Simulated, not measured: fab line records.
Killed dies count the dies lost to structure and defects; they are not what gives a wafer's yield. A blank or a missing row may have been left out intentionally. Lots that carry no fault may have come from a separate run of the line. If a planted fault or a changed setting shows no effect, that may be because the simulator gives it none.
Code-filled problem report in 8D (eight disciplines) form | flow gf180mcu | the parts of the form that need people (team, actions taken, sign-off) are left out

## 1. WHAT IS WRONG
Mean V3_W_RS at GF_V3_RS_MEAS_24: 0.308 ohm/sq over 6 wafers in 2 lots; fault-free wafers: 0.327 ohm/sq, standard deviation 0.003. That puts it -6.4 standard deviations away from the usual mean.
The step: measures by four-point-probe.
First seen on wafer L324.3, day 23 11:45, on film-metro-02. At this step, 36 wafers from 12 lots have a number in the record. The rule behind "out" and "out of limits": a value lying over 4 standard deviations away from the usual mean. Any other wafer with a number is counted as sound.

## 2. WHAT IT IS; WHAT IT IS NOT
question                    | is                           | is not
which readings at this step | V3_W_RS                      | -
which lots                  | L324, L325                   | L322, L323, L326, L335, L336, L337, L338, L339, L340, L342
which wafers of those lots  | all that have a number       | -
read on which gauges        | film-metro-02, film-metro-03 | film-metro-01
when                        | from day 23 11:45            | up to then (6 sound wafers); but 24 sound wafers of L326, L335, L336, L337, L338, L339, L340, L342 came after

## 3. SUSPECTS, AND WHAT RULES EACH OUT
Counting: a tool at any process step up to the reading remains a suspect when it ran all the lots that are out and ran no sound lot after the first of those.
- ruled out: the gauge at GF_V3_RS_MEAS_24. The wafers that are out were read on 2 gauges (film-metro-02, film-metro-03).
- plasma-asher-02 at GF_V3_STRIP_18 (strips in O2/N2): ruled out as a lasting fault. Sound lots L340, L342 ran on it after its first lot that is out, L324 (day 23 10:58).
- cvd-w-02 at GF_V3_CVD_23 (deposits W, target thk 350 nm, time 104.9 s): ruled out as a lasting fault. Sound lots L336, L342 ran on it after its first lot that is out, L324 (day 23 11:38).
Left after counting: nothing in the record.

## 4. THE CAUSE (what the simulator had put in)
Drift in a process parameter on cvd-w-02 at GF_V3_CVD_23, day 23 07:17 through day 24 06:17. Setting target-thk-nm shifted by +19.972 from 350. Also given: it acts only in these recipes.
The count ruled it out by mistake, since the rule takes a fault to strike every lot its tool runs from the start of the fault on, and this one did not do so.

## 5. THE EFFECT CHAIN, in route order
Each row: a reading where the mean over the struck wafers with a number is more than 3 standard deviations away from the usual. Readings are gone through only where the record gives a usual standard deviation; hours: the median, over the lots, of the time from a lot's start at the first step in this table giving one to that lot's start at this step; sigmas: the change measured in usual standard deviations.
hours | step              | reading  | usual        | on struck wafers | change | sigmas
0     | GF_V3_RS_MEAS_24  | V3_W_RS  | 0.327 ohm/sq | 0.308            | -0.019 | -6.4
0     | GF_V3_THK_MEAS_25 | V3_W_THK | 347 nm       | 369              | +22    | +5.3

## 6. HOW IT WOULD HAVE BEEN CAUGHT EARLIER
4 hours passed between the start of the fault at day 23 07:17 and the first reading out of limits at a measuring or inspecting step in this record, taken at day 23 11:45.
Tool readings at GF_V3_CVD_23 with a usual standard deviation given in the record: none out on any struck wafer, hence no alarm at a limit of 4 standard deviations on them.
